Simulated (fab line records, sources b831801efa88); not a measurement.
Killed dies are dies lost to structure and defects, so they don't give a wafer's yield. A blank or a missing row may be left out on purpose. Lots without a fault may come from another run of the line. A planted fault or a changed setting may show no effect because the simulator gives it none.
Chamber matching | flow sky130 | SKY_VIA1_CMP_02 on cmp-01: 4 sister chambers
The step polishes SiO2. 4 wafers are shown with their chamber, then 11 later ones without.

WAFERS WITH THEIR CHAMBER
wafer  | chamber | motor_current_A (A)
L082.3 | 0       | 13.6
L086.3 | 1       | 13.5
L086.5 | 3       | 11.7
L087.2 | 2       | 11.4

WAFERS WITHOUT THEIR CHAMBER
wafer  | motor_current_A (A)
L087.3 | 13.1
L087.5 | 12.5
L087.1 | 11.8
L087.4 | 13.6
L087.6 | 11.8
L094.2 | 11.4
L094.3 | 13.0
L094.4 | 12.8
L096.1 | 12.3
L096.2 | 13.4
L096.5 | 11.5

WHICH CHAMBER EACH WENT THROUGH
wafer  | from the rows above               | in truth
L087.3 | can't be placed: 1 or 0           | 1
L087.5 | can't be placed: 3 or 1 or 0 or 2 | 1
L087.1 | can't be placed: 3 or 2           | 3
L087.4 | can't be placed: 0 or 1           | 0
L087.6 | can't be placed: 3 or 2           | 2
L094.2 | can't be placed: 2 or 3           | 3
L094.3 | can't be placed: 1 or 0 or 3      | 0
L094.4 | can't be placed: 1 or 0 or 3 or 2 | 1
L096.1 | can't be placed: 3 or 2 or 1 or 0 | 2
L096.2 | can't be placed: 1 or 0           | 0
L096.5 | can't be placed: 2 or 3           | 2
Placed correctly: 0 of 11. Can't be placed from these rows: 11 (the true chamber is among the candidates in 11). Placed wrongly: 0.
How it was worked out, from the rows above alone: a wafer's distance from a chamber is the root of the sum, over the readings, of the square of ((its reading less the chamber's mean) divided by the reading's scatter). The wafer belongs to the nearest chamber; if the next one is less than 2 further off, it can't be placed. A chamber's mean is the mean of its shown wafers. The scatter: with one shown wafer a chamber, the root of the mean of the squares of how far each hidden wafer lies from its nearest shown one.
